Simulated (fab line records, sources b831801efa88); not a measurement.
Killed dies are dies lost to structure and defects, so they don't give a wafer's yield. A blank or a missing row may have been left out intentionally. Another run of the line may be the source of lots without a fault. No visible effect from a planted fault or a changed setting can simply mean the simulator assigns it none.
fab line records / flow sky130
record lots=5 wafers=15 last_day=48
route steps=708 shown LOCAL_INTERCONNECT@396 CONTACT@406 METAL1@434 PAD_OPEN@708
lots that met no fault: taken from a fault-free run of the same line
start_h: hours from the record's opening day to when the first of the lot's shown wafers began / wait_h: how many hours have passed since the lot's step before this one / " repeats the value in the row above / L1.1+2: a single row standing in for several wafers / - no value present, or no start provided / * or withheld: withheld / < > ~ a bound
route shown NAME@n: names a module that has steps shown in the file, with the first one's number in the route / usual: average and standard deviation across the fault-free wafers / same: alike in all rows / chamber/n: place in a boat / sites: the reading at each site / _std_site: their standard deviation / _edge_site: inner sites' mean taken away from outer sites' mean / radius_mm: how far each site lies from the wafer's centre / mask NAME#n: copy n / behind: tool/chamber where the wafer was last shaped / hold: the reason the lot was held/the length of the hold in hours/how it ended / device: whichever transistor did not switch (one of n, p or np) / end of line: tests of these same wafers at the route's end / step lacking rows: just its recipe / killed: count of dies lost to structure and defects at first sort (not the wafer's yield) / map: the dies of a wafer, with x for killed, . for not killed, _ for no die there
set.NAME: the run value of the setting; set.NAME@STEP: its run value at that earlier step / model.NAME: the simulator's own value behind a step, which no gauge read
a table for each step, a row for each wafer; lots at some steps of the route
services: when a tool's chamber went out of use (start_h, in hours from the record's first day, below 0 if earlier), for how many hours, and the reason
## steps
# step SKY_LOCAL_INTERCONNECT_PEB_09
# recipe peb_temp_c=withheld peb_time_s=withheld resist=KrF-thick
# step SKY_LOCAL_INTERCONNECT_DEVELOP_10
# recipe develop_time_s=60 resist=KrF-thick dev_temp_c=21
# step SKY_LOCAL_INTERCONNECT_ETCH_13
# recipe chemistry=N2/H2 target=BARC ion_energy_ev=200 bias_w=100 pressure_mtorr=30 n2_flow_sccm=100 h2_flow_sccm=200 icp_w=500 stop_on=SiO2 time_s=45.9 target_depth_a=600
# step SKY_LOCAL_INTERCONNECT_METAL_ETCH_14
# recipe target_depth_nm=110 stop_on=PSG chemistry=Cl2/BCl3 target=TiN resist_sidewall_deg=88 pressure_mtorr=10 icp_w=900 bias_w=48.5 Cl2_flow_sccm=60 bcl3_flow_sccm=30 time_s=31.4
# step SKY_LOCAL_INTERCONNECT_STRIP_15
# recipe chemistry=O2/N2 power_w=1400 pressure_mtorr=1500 platen_temp_c=withheld o2_flow_sccm=3000 n2_flow_sccm=300 overash_fraction=0.5
# step SKY_LOCAL_INTERCONNECT_STRIP_16
# recipe chemistry=post_etch_residue_remover time_s=1200 temp_c=72.5
# step SKY_LOCAL_INTERCONNECT_CLEAN_17
# recipe chemistry=IPA time_s=180 temp_c=25
# step SKY_LOCAL_INTERCONNECT_CLEAN_18
# recipe chemistry=O3/DIW dry=n2_spin
# step SKY_CONTACT_CVD_00
# recipe material=Si3N4 target_thk_nm=75 temp_c=400 time_s=withheld rf_w=450
# step SKY_CONTACT_HDPCVD_02
# recipe material=SiO2 target_thk_nm=565 sigma_open_frac=0.3 time_s=94.2 temp_c=600 sih4_flow_sccm=60 pressure_mtorr=6
lot.wafer=L567.1+2+6 tool=hdpcvd-02 chamber=2,1,1 start_h=743.20 wait_h=0.1
lot.wafer=L570.1+5+6 tool=hdpcvd-01 chamber=2,1,2 start_h=773.74 wait_h=0.1
lot.wafer=L574.1+4+5 tool=hdpcvd-01 chamber=1,1,0 start_h=802.06 wait_h=0.1
lot.wafer=L575.2+4+5 tool=hdpcvd-01 chamber=1,2,1 start_h=811.49 wait_h=0.0
lot.wafer=L577.2+3+4 tool=hdpcvd-01 chamber=2,0,1 start_h=820.08 wait_h=0.0
# step SKY_CONTACT_CMP_04
# recipe material=SiO2 down_force_psi=4 platen_rpm=60 pad_velocity_m_s=0.94248
# step SKY_CONTACT_DEHYDRATE_06
# recipe temp_c=200 time_s=60
# step SKY_CONTACT_HMDS_07
# recipe prime_time_s=60 prime_temp_c=120
# step SKY_CONTACT_COAT_08
# recipe resist=BARC temp_c=withheld time_s=withheld spin_rpm=3000 resist_thk_nm=60
# step SKY_CONTACT_COAT_09
# recipe resist=KrF-thick spin_rpm=3000 resist_thk_nm=450
# step SKY_CONTACT_SOFTBAKE_10
# recipe temp_c=100 time_s=90 resist=KrF-thick
# step SKY_CONTACT_EXPOSE_11
# recipe mask_id=CTM1 na=0.8 source_shape=annular sigma_inner=0.55 sigma_outer=0.85 target_cd_nm=170 dose_mj=38
# step SKY_CONTACT_PEB_12
# recipe peb_temp_c=withheld peb_time_s=withheld resist=KrF-thick
# step SKY_CONTACT_DEVELOP_13
# recipe develop_time_s=60 resist=KrF-thick dev_temp_c=21
# step SKY_CONTACT_ETCH_16
# recipe chemistry=N2/H2 target=BARC ion_energy_ev=200 source_w=500 bias_w=100 pressure_mtorr=30 n2_flow_sccm=100 h2_flow_sccm=200 stop_on=SiO2 time_s=45.9 target_depth_a=600
# step SKY_CONTACT_ETCH_17
# recipe target=SiO2 chemistry=C4F8/O2/Ar stop_on=Si3N4 mask_material=KrF-thick source_w=1500 bias_w=1200 pressure_mtorr=40 c4f8_flow_sccm=withheld O2_flow_sccm=6 Ar_flow_sccm=300 time_s=withheld target_depth_a=3400
# step SKY_CONTACT_ETCH_18
# recipe target=Si3N4 chemistry=CHF3/O2 stop_on=TiN source_w=623.4 bias_w=200 pressure_mtorr=40 chf3_flow_sccm=50 O2_flow_sccm=5 time_s=39 target_depth_a=750
# step SKY_CONTACT_STRIP_19
# recipe chemistry=O2/N2 power_w=1400 pressure_mtorr=1500 platen_temp_c=withheld o2_flow_sccm=3000 n2_flow_sccm=300 overash_fraction=0.5
# step SKY_CONTACT_STRIP_20
# recipe chemistry=post_etch_residue_remover time_s=1200 temp_c=72.5
# step SKY_CONTACT_CLEAN_21
# recipe chemistry=IPA time_s=180 temp_c=25
# step SKY_CONTACT_CLEAN_22
# recipe chemistry=O3/DIW dry=n2_spin
# step SKY_CONTACT_SPUTTER_23
# recipe material=TiN target_thk_nm=20 chamber_pressure_pa=5 power_w=4000 time_s=80
# step SKY_CONTACT_CVD_24
# recipe material=W target_thk_nm=340 time_s=102.12 temp_c=400 pressure_torr=40
# step SKY_CONTACT_CMP_27
# recipe stop_on=SiO2 t_overpolish_s=15 down_force_psi=3.5 platen_rpm=60 target_thk_nm=0 pad_velocity_m_s=0.94248
# step SKY_METAL1_SPUTTER_00
# recipe material=Ti target_thk_nm=15 power_w=3000 time_s=10 chamber_pressure_pa=0.4
# step SKY_METAL1_SPUTTER_01
# recipe material=TiN target_thk_nm=20 power_w=6500 time_s=16.7 chamber_pressure_pa=0.4
# step SKY_METAL1_SPUTTER_02
# recipe material=AlCu target_thk_nm=250 power_w=10600 time_s=13.3 chamber_pressure_pa=0.4
# step SKY_METAL1_SPUTTER_03
# recipe material=Ti target_thk_nm=5 power_w=3000 time_s=3.3 chamber_pressure_pa=0.4
# step SKY_PAD_OPEN_PROBE_99
# usual killed_at_M0_to_M3=43/6.5 killed_at_M4_up=3.2/1.8 killed_at_contacts=24/5 killed_at_front_end=15/4.1 killed_at_other=0.3/0.54 killed_dies=85/9.3 killed_open=47/7.2 killed_short=39/5.9
# same gross_dies=492 killed_at_back_side=0
lot.wafer=L574.1 tool=prober-02 chamber=- start_h=1146.70 wait_h=0.1 killed_at_M0_to_M3=43 killed_at_M4_up=3 killed_at_contacts=62 killed_at_front_end=17 killed_at_other=0 killed_dies=125 killed_open=62 killed_short=33
lot.wafer=L574.4 tool=prober-02 chamber=- start_h=1146.85 wait_h=0.2 killed_at_M0_to_M3=41 killed_at_M4_up=3 killed_at_contacts=50 killed_at_front_end=11 killed_at_other=0 killed_dies=105 killed_open=48 killed_short=31
lot.wafer=L574.5 tool=prober-02 chamber=- start_h=1146.90 wait_h=0.2 killed_at_M0_to_M3=33 killed_at_M4_up=3 killed_at_contacts=48 killed_at_front_end=9 killed_at_other=0 killed_dies=93 killed_open=34 killed_short=35
lot.wafer=L575.2 tool=prober-01 chamber=- start_h=1152.51 wait_h=0.1 killed_at_M0_to_M3=48 killed_at_M4_up=2 killed_at_contacts=43 killed_at_front_end=16 killed_at_other=0 killed_dies=109 killed_open=45 killed_short=39
lot.wafer=L575.4 tool=prober-01 chamber=- start_h=1152.61 wait_h=0.2 killed_at_M0_to_M3=42 killed_at_M4_up=3 killed_at_contacts=65 killed_at_front_end=16 killed_at_other=1 killed_dies=127 killed_open=38 killed_short=49
lot.wafer=L575.5 tool=prober-01 chamber=- start_h=1152.66 wait_h=0.2 killed_at_M0_to_M3=52 killed_at_M4_up=2 killed_at_contacts=49 killed_at_front_end=23 killed_at_other=0 killed_dies=126 killed_open=48 killed_short=54
lot.wafer=L577.2 tool=prober-02 chamber=- start_h=1157.66 wait_h=0.1 killed_at_M0_to_M3=28 killed_at_M4_up=2 killed_at_contacts=65 killed_at_front_end=7 killed_at_other=0 killed_dies=102 killed_open=32 killed_short=27
lot.wafer=L577.3 tool=prober-02 chamber=- start_h=1157.71 wait_h=0.2 killed_at_M0_to_M3=35 killed_at_M4_up=2 killed_at_contacts=52 killed_at_front_end=19 killed_at_other=0 killed_dies=108 killed_open=52 killed_short=35
lot.wafer=L577.4 tool=prober-02 chamber=- start_h=1157.76 wait_h=0.2 killed_at_M0_to_M3=36 killed_at_M4_up=4 killed_at_contacts=49 killed_at_front_end=13 killed_at_other=0 killed_dies=102 killed_open=36 killed_short=34
# killed by level:class
L574.1 CONTACT:unspecified=30 VIA1:geometric_particle:open=13 CONTACT:geometric_particle:open=11 LI_CONTACT:geometric_particle:open=9 VIA2:geometric_particle:open=8 LI_CONTACT:geometric_particle:short=7 FIELD_ISO:geometric_particle:open=5 VIA1:geometric_particle:short=5
L574.4 CONTACT:unspecified=26 VIA1:geometric_particle:open=15 LI_CONTACT:geometric_particle:open=11 VIA3:geometric_particle:open=5 METAL1:geometric_particle:short=5 CONTACT:geometric_particle:open=5 FIELD_ISO:geometric_particle:short=4 VIA2:geometric_particle:open=4
L574.5 CONTACT:unspecified=24 CONTACT:geometric_particle:open=8 METAL3:geometric_particle:short=7 LI_CONTACT:geometric_particle:open=7 VIA2:geometric_particle:open=7 METAL2:geometric_particle:short=4 VIA1:geometric_particle:open=4 CONTACT:geometric_particle:short=4
L575.2 CONTACT:unspecified=25 METAL1:geometric_particle:short=9 VIA2:geometric_particle:open=8 CONTACT:geometric_particle:open=8 VIA1:geometric_particle:open=7 VIA3:geometric_particle:open=6 POLY_GATE:geometric_particle:short=5 FIELD_ISO:geometric_particle:open=4
L575.4 CONTACT:unspecified=39 CONTACT:geometric_particle:short=9 LOCAL_INTERCONNECT:geometric_particle:short=7 LI_CONTACT:geometric_particle:open=6 VIA1:geometric_particle:open=6 METAL3:geometric_particle:short=6 POLY_GATE:geometric_particle:open=5 VIA1:geometric_particle:short=5
L575.5 CONTACT:unspecified=24 VIA2:geometric_particle:open=9 CONTACT:geometric_particle:open=8 VIA1:geometric_particle:open=8 METAL1:geometric_particle:short=6 METAL2:geometric_particle:short=6 CONTACT:geometric_particle:short=6 VIA1:geometric_particle:short=6
L577.2 CONTACT:unspecified=43 VIA1:geometric_particle:open=8 CONTACT:geometric_particle:open=8 LI_CONTACT:geometric_particle:open=6 LI_CONTACT:geometric_particle:short=4 METAL1:geometric_particle:short=4 VIA2:geometric_particle:open=4 VIA1:geometric_particle:short=3
L577.3 CONTACT:unspecified=21 CONTACT:geometric_particle:open=10 LI_CONTACT:geometric_particle:open=9 FIELD_ISO:geometric_particle:open=8 VIA1:geometric_particle:open=8 LI_CONTACT:geometric_particle:short=6 VIA3:geometric_particle:open=6 METAL2:geometric_particle:short=5
L577.4 CONTACT:unspecified=32 VIA3:geometric_particle:open=6 CONTACT:geometric_particle:open=5 VIA1:geometric_particle:open=5 VIA2:geometric_particle:open=5 FIELD_ISO:geometric_particle:open=4 METAL1:geometric_particle:short=4 METAL3:geometric_particle:short=4
# map L574.1 (x killed, . not)
__________..x.x.x..._________
________xx............_______
______.x........xxx....._____
_____......x......x......____
____....xxx.......x.......___
___x........x.x..........xx__
__..............x..x...xxxxx_
_x....x..............x....xxx
_......xxx..x...xxx.....xxxxx
_.....x...x...........x.xxxxx
_x..x...x.x.....x.....xxxxxxx
_.xx.......xx...........x..xx
_...x...x..x...x....xxx....xx
_...x..x...xx.x...x...x..x..x
_...x...x..x..x.xx.....x...x.
__.xx...........x..........._
___.x.....xxxx.x.x.xx...xx.__
____..x...x....x..x.....x.___
_____.......x......x..xx.____
______.......x........xx_____
________.x............_______
__________.........._________
# map L575.4 (x killed, . not)
__________.x....xx.._________
________...x..x.x..x.._______
______x......x...x..x..x_____
_____x..x.x.x...xx.......____
____.....xx..x..x....x....___
___.....x..xx............x.__
__xx........xx.x........x.x._
_....................x....x.x
_..x....xx....xx...x.....xx.x
_............x......xxxxxxxxx
_.x..........x..x.x...xxxxxxx
_x...x..x..........x..xxxxxxx
_.x...xx.........x...xxxxxxxx
_.x.....xx..........xxxxxxx..
_.............x......xx...x..
__.x.....x.......x...x......_
___...x...x...x..x.x.....x.__
____.x....xx....x..x....x.___
_____xx............x.....____
______.....x.xx........._____
________.............._______
__________.....x...._________
## services
tool=hdpcvd-02 chamber=- start_h=783.83 hours=1.6 kind=repair
## key
first_sign step=SKY_PAD_OPEN_PROBE_99 reading=killed_at_contacts direction=up sigmas=6.1 usual=24 struck=54
effect step=SKY_PAD_OPEN_PROBE_99 reading=killed_dies direction=up sigmas=2.7 usual=85 struck=111 wafers_moved=8
met_at SKY_CONTACT_HDPCVD_02
struck_wafers L574.1,L574.4,L574.5,L575.2,L575.4,L575.5,L577.2,L577.3,L577.4
tester_left_out L574,L575,L577
onset_between 773.74 802.06
also_fits time
fault kind=chamber_particle_source tool=hdpcvd-01 chamber=- onset_h=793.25 steps=SKY_CONTACT_HDPCVD_02 rate_per_visit_cm2=0.42531 end_h=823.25
# tester_left_out: of these lots the tester's yield and bins aren't shown, on N5 and GAA mostly nor the transistor test; their killed dies are dies lost to structure and defects alone, not to doping, threshold or leakage, so they don't give the yield
